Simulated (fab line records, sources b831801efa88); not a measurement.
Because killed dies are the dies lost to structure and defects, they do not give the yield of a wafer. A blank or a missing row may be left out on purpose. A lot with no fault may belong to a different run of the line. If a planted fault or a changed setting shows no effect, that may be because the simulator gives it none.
fab line records	flow sky130
[record] lots = 5	wafers = 14	last_day = 50
route steps=708 shown SD_N@358 SD_P@359 RES_XHIGH@360 SALICIDE@361 LI_CONTACT@362 PAD_OPEN@708
lots that met no fault: taken from a fault-free run of the same line
start_h: the number of hours between the record's first day and the start of the first shown wafer of the lot	wait_h: hours from the lot's prior step to this one	" identical to the entry in the row above	L1.1+2: several wafers, shown together as one row	- no value present, or no start provided	* or withheld: withheld	< > ~ a bound
route shown NAME@n: a module of which the file shows steps, and the number in the route of the first	usual: mean/standard deviation taken from wafers without a fault	same: alike in all rows	chamber/n: place in a boat	sites: the reading at each site	_std_site: the values' standard deviation	_edge_site: outer sites' mean less inner sites'	radius_mm: how far each site lies from the wafer's centre	mask NAME#n: copy n	behind: the last tool/chamber to shape the wafer	hold: why the lot went on hold/how many hours it stayed there/how the hold came to an end	device: the n, p or np transistor that did not switch	end of line: the tests these same wafers got at the end of their route	step lacking rows: just its recipe	killed: not the wafer's yield, but the dies lost to structure and defects at the first sort	map: shows each die of a wafer: x if killed, . if not, _ if none is there
set.NAME: the setting that was run; set.NAME@STEP: the one run at that earlier step	model.NAME: the simulator's own value behind a step, which no gauge read
a table for each step, a row for each wafer; lots at some steps of the route
services: from which hour (start_h, from the record's first day; less than 0 if before it) a tool's chamber was out of use, for how many hours, and why
[[steps]]
[step SKY_SD_N_RS_MEAS_16]
[recipe] thk_meas_gauge = four-point-probe
[usual] SD_N_RS = 68.63/0.097
lot.wafer	tool	chamber	start_h	wait_h	SD_N_RS[ohm/sq]
L724.1	film_metro-03	-	667.22	0.1	68.76
L724.2	"	-	"	"	68.86
L724.5	"	-	"	"	68.78
L729.3	film_metro-03	-	709.49	0.1	68.53
L729.5	"	-	"	"	68.69
L729.6	"	-	"	"	68.76
L732.3	film_metro-04	-	733.09	0.1	68.65
L732.4	"	-	"	"	68.58
L732.5	"	-	"	"	68.53
L733.1	film_metro-03	-	741.59	0.1	68.59
L733.3	"	-	"	"	68.75
L733.6	"	-	"	"	68.67
L743.1	film_metro-03	-	822.25	0.1	68.67
L743.3	"	-	"	"	68.65
[step SKY_SD_N_RS_MEAS_17]
[recipe] thk_meas_gauge = four-point-probe
[usual] SD_P_RS = 147.3/0.3
lot.wafer	tool	chamber	start_h	wait_h	SD_P_RS[ohm/sq]
L724.1	film_metro-03	-	667.34	0.1	147.4
L724.2	"	-	"	"	147.6
L724.5	"	-	"	"	147.5
L729.3	film_metro-03	-	709.61	0.1	147.2
L729.5	"	-	"	"	147.2
L729.6	"	-	"	"	146.8
L732.3	film_metro-04	-	733.21	0.1	147.2
L732.4	"	-	"	"	147.0
L732.5	"	-	"	"	147.0
L733.1	film_metro-03	-	741.71	0.1	147.6
L733.3	"	-	"	"	147.2
L733.6	"	-	"	"	147.6
L743.1	film_metro-03	-	822.37	0.1	147.3
L743.3	"	-	"	"	147.1
[step SKY_SD_N_RS_MEAS_18]
[recipe] thk_meas_gauge = four-point-probe
[usual] RES_XHIGH_RS = 333.6/1.1
lot.wafer	tool	chamber	start_h	wait_h	RES_XHIGH_RS[ohm/sq]
L724.1	film_metro-03	-	667.46	0.1	335.1
L724.2	"	-	"	"	333.7
L724.5	"	-	"	"	335.8
L729.3	film_metro-03	-	709.73	0.1	333.8
L729.5	"	-	"	"	332.3
L729.6	"	-	"	"	334.0
L732.3	film_metro-04	-	733.33	0.1	334.5
L732.4	"	-	"	"	333.4
L732.5	"	-	"	"	333.7
L733.1	film_metro-03	-	741.83	0.1	335.7
L733.3	"	-	"	"	334.6
L733.6	"	-	"	"	334.7
L743.1	film_metro-03	-	822.49	0.1	335.1
L743.3	"	-	"	"	335.9
[step SKY_SALICIDE_CLEAN_00]
[recipe] chemistry = HF-last	time_s = 30	dilution = 100:1	dry = ipa_marangoni
[step SKY_LI_CONTACT_HDPCVD_00]
[recipe] material = PSG	target_thk_nm = 930	sigma_open_frac = 0.3	time_s = 155	temp_c = 600	sih4_flow_sccm = 60	pressure_mtorr = 6
[step SKY_LI_CONTACT_THK_MEAS_01]
[recipe] reads = PSG_of_LI_CONTACT_HDPCVD_00
[usual] LI_CONTACT_HDPCVD_THK = 929/7.7
lot.wafer	tool	chamber	start_h	wait_h	LI_CONTACT_HDPCVD_THK[nm]
L724.1	film_metro-02	-	667.76	0.1	927
L724.2	"	-	"	"	935
L724.5	"	-	"	"	919
L729.3	film_metro-04	-	709.95	0.1	917
L729.5	"	-	"	"	919
L729.6	"	-	"	"	914
L732.3	film_metro-03	-	733.55	0.1	940
L732.4	"	-	"	"	938
L732.5	"	-	"	"	933
L733.1	film_metro-02	-	742.07	0.1	929
L733.3	"	-	"	"	927
L733.6	"	-	"	"	926
L743.1	film_metro-03	-	822.73	0.1	929
L743.3	"	-	"	"	927
[step SKY_LI_CONTACT_CMP_02]
[recipe] material = PSG	down_force_psi = 4	platen_rpm = 60	pad_velocity_m_s = 0.94248
[usual] edge_zone_pressure_frac = 1.001/0.0051	motor_current_A = 10.8/1.2	time_to_endpoint_s = 33.7/2.4
lot.wafer	tool	chamber	start_h	wait_h	edge_zone_pressure_frac	motor_current_A	time_to_endpoint_s
L724.2	cmp-01	3	667.82	0.0	1.003	11.1	31.8
L724.1	"	0	"	"	1.000	10.5	28.4
L724.5	"	3	"	"	0.999	11.5	31.4
L729.3	cmp-02	0	710.14	0.2	1.008	9.2	32.2
L729.5	"	1	"	"	1.013	12.5	33.0
L729.6	"	2	"	"	1.003	11.2	31.6
L732.4	cmp-01	3	733.59	0.0	1.005	11.3	36.5
L732.3	"	2	"	"	0.999	8.9	34.2
L732.5	"	0	"	"	0.997	10.3	34.5
L733.1	cmp-02	1	742.18	0.1	0.997	13.2	31.1
L733.3	"	3	"	"	1.002	11.6	33.8
L733.6	"	1	"	"	0.995	12.8	31.5
L743.1	cmp-01	3	822.89	0.1	1.004	10.9	35.6
L743.3	"	0	"	"	0.991	10.0	32.8
[step SKY_LI_CONTACT_BOW_MEAS_03]
[recipe] mode = bow
[usual] LI_CONTACT_BOW = 56/6.9
lot.wafer	tool	chamber	start_h	wait_h	LI_CONTACT_BOW[um]
L724.1	film_metro-03	-	668.12	0.2	63
L724.2	"	-	"	"	63
L724.5	"	-	"	"	53
L729.3	film_metro-04	-	710.33	0.1	40
L729.5	"	-	"	"	56
L729.6	"	-	"	"	45
L732.3	film_metro-04	-	733.93	0.1	52
L732.4	"	-	"	"	68
L732.5	"	-	"	"	43
L733.1	film_metro-04	-	742.43	0.2	55
L733.3	"	-	"	"	59
L733.6	"	-	"	"	67
L743.1	film_metro-04	-	823.09	0.1	39
L743.3	"	-	"	"	54
[step SKY_LI_CONTACT_DEHYDRATE_04]
[recipe] temp_c = 200	time_s = 60
[step SKY_LI_CONTACT_HMDS_05]
[recipe] prime_time_s = 60	prime_temp_c = 120
[step SKY_LI_CONTACT_COAT_06]
[recipe] resist = BARC	temp_c = withheld	time_s = withheld	spin_rpm = 3000	resist_thk_nm = 60
[step SKY_LI_CONTACT_COAT_07]
[recipe] resist = KrF-thick	spin_rpm = 3000	resist_thk_nm = 450
[step SKY_LI_CONTACT_SOFTBAKE_08]
[recipe] temp_c = 100	time_s = 90	resist = KrF-thick
[usual] heater_power_total_W = 57.36/0.11	run_length_s = 119.28/0.2
lot.wafer	tool	chamber	start_h	wait_h	heater_power_total_W	run_length_s
L724.1	litho_track-03	0	682	-	57.22	119.34
L724.2	"	0	"	"	57.50	119.26
L724.5	"	0	"	"	57.40	119.36
L729.3	litho_track-03	0	724	-	57.43	119.27
L729.5	"	0	"	"	57.45	119.25
L729.6	"	0	"	"	57.50	119.26
L732.3	litho_track-02	0	746	-	57.22	119.46
L732.4	"	0	"	"	57.22	119.50
L732.5	"	0	"	"	57.45	119.51
L733.1	litho_track-03	0	756	-	57.35	119.31
L733.3	"	0	"	"	57.28	119.19
L733.6	"	0	"	"	57.54	119.31
L743.1	litho_track-02	0	836	-	58.01	115.16
L743.3	"	0	"	"	58.13	114.89
[step SKY_LI_CONTACT_EXPOSE_09]
[recipe] mask_id = LICM1	na = 0.8	source_shape = annular	sigma_inner = 0.55	sigma_outer = 0.85	target_cd_nm = 170	dose_mj = 38
[step SKY_PAD_OPEN_PROBE_99]
[usual] killed_at_M0_to_M3 = 42/7.7	killed_at_M4_up = 3.1/1.9	killed_at_contacts = 24/4.9	killed_at_front_end = 15/4.6	killed_at_other = 0.3/0.51	killed_dies = 85/9.9	killed_open = 47/7.1	killed_short = 38/6.7
[same] gross_dies = 492	killed_at_back_side = 0
lot.wafer	tool	chamber	start_h	wait_h	killed_at_M0_to_M3	killed_at_M4_up	killed_at_contacts	killed_at_front_end	killed_at_other	killed_dies	killed_open	killed_short
L724.1	prober-01	-	1090.86	0.1	37	6	26	10	0	79	35	44
L724.2	prober-01	-	1090.91	0.1	45	5	19	17	0	86	48	38
L724.5	prober-01	-	1091.06	0.2	43	4	28	9	0	84	48	36
L732.3	prober-01	-	1137.03	0.2	34	1	23	10	0	68	39	29
L732.4	prober-01	-	1137.08	0.2	46	1	26	15	0	88	47	41
L732.5	prober-01	-	1137.13	0.2	45	2	27	8	0	82	43	39
L743.1	prober-02	-	1195.18	0.1	60	4	30	17	1	112	55	56
L743.3	prober-02	-	1195.28	0.2	49	1	21	15	0	86	44	42
// killed by level:class
L724.1 CONTACT:geometric_particle:open=12 VIA1:geometric_particle:open=7 METAL4:geometric_particle:short=6 LOCAL_INTERCONNECT:geometric_particle:short=5 CONTACT:geometric_particle:short=5 METAL1:geometric_particle:short=5 METAL2:geometric_particle:short=5 FIELD_ISO:geometric_particle:short=4
L724.2 CONTACT:geometric_particle:open=11 METAL1:geometric_particle:short=9 FIELD_ISO:geometric_particle:open=8 METAL2:geometric_particle:short=8 VIA2:geometric_particle:open=6 VIA3:geometric_particle:open=6 VIA1:geometric_particle:open=5 FIELD_ISO:geometric_particle:short=4
L724.5 VIA1:geometric_particle:open=12 CONTACT:geometric_particle:open=7 CONTACT:geometric_particle:short=7 VIA3:geometric_particle:open=7 LOCAL_INTERCONNECT:geometric_particle:short=6 LI_CONTACT:geometric_particle:open=5 METAL1:geometric_particle:short=5 VIA2:geometric_particle:short=4
L732.3 CONTACT:geometric_particle:open=8 VIA2:geometric_particle:open=8 CONTACT:geometric_particle:short=6 VIA3:geometric_particle:short=6 VIA3:geometric_particle:open=5 LI_CONTACT:geometric_particle:open=4 FIELD_ISO:geometric_particle:open=3 LOCAL_INTERCONNECT:geometric_particle:short=3
L732.4 VIA1:geometric_particle:open=9 VIA2:geometric_particle:open=9 CONTACT:geometric_particle:short=7 CONTACT:geometric_particle:open=7 POLY_GATE:geometric_particle:open=5 METAL1:geometric_particle:short=5 VIA2:geometric_particle:short=5 VIA3:geometric_particle:open=5
L732.5 VIA1:geometric_particle:open=13 LI_CONTACT:geometric_particle:open=8 CONTACT:geometric_particle:open=8 METAL2:geometric_particle:short=6 LI_CONTACT:geometric_particle:short=5 CONTACT:geometric_particle:short=5 METAL1:geometric_particle:short=5 VIA2:geometric_particle:open=5
L743.1 VIA3:geometric_particle:open=11 METAL1:geometric_particle:short=10 LI_CONTACT:geometric_particle:open=9 VIA1:geometric_particle:short=8 VIA1:geometric_particle:open=7 VIA2:geometric_particle:open=7 FIELD_ISO:geometric_particle:open=6 CONTACT:geometric_particle:short=6
L743.3 VIA1:geometric_particle:open=10 VIA3:geometric_particle:open=8 CONTACT:geometric_particle:open=7 VIA1:geometric_particle:short=5 FIELD_ISO:geometric_particle:open=5 FIELD_ISO:geometric_particle:short=5 CONTACT:geometric_particle:short=5 METAL1:geometric_particle:short=5
[[services]]
tool	chamber	start_h	hours	kind
cmp-02	-	713.59	10.9	pm
litho_track-02	-	733.61	-	consumable_replace:filter
cmp-02	-	734.63	1.6	repair
cmp-01	-	739.09	3.9	pm
cmp-01	-	742.95	6.6	pm
cmp-02	-	744.00	4.0	pm
cmp-02	-	748.00	-	consumable_replace:conditioner
cmp-02	-	748.00	-	consumable_replace:pad
cmp-01	-	750.00	0.5	repair
cmp-02	-	756.23	0.3	repair
cmp-01	-	762.51	3.1	repair
cmp-02	-	781.60	3.5	repair
[[key]]
[first_sign] step = SKY_LI_CONTACT_SOFTBAKE_08	reading = run_length_s	direction = down	sigmas = 22	usual = *	struck = *
[effect] step = SKY_LI_CONTACT_SOFTBAKE_08	reading = heater_power_total_W	direction = up	sigmas = 6.3	usual = *	struck = *
met_at SKY_LI_CONTACT_SOFTBAKE_08
struck_wafers L743.1,L743.3
tester_left_out L743
onset_between 746 836
[fault] kind = process_parameter_drift	tool = litho_track-02	chamber = -	onset_h = 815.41	steps = SKY_LI_CONTACT_SOFTBAKE_08	channel = time_s	offset = *	shape = step	end_h = 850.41	scope = struck_wafers_only	acts_in = *	stated = *
// tester_left_out: of these lots the tester's yield and bins aren't shown, on N5 and GAA mostly nor the transistor test; their killed dies are dies lost to structure and defects alone, not to doping, threshold or leakage, so they don't give the yield
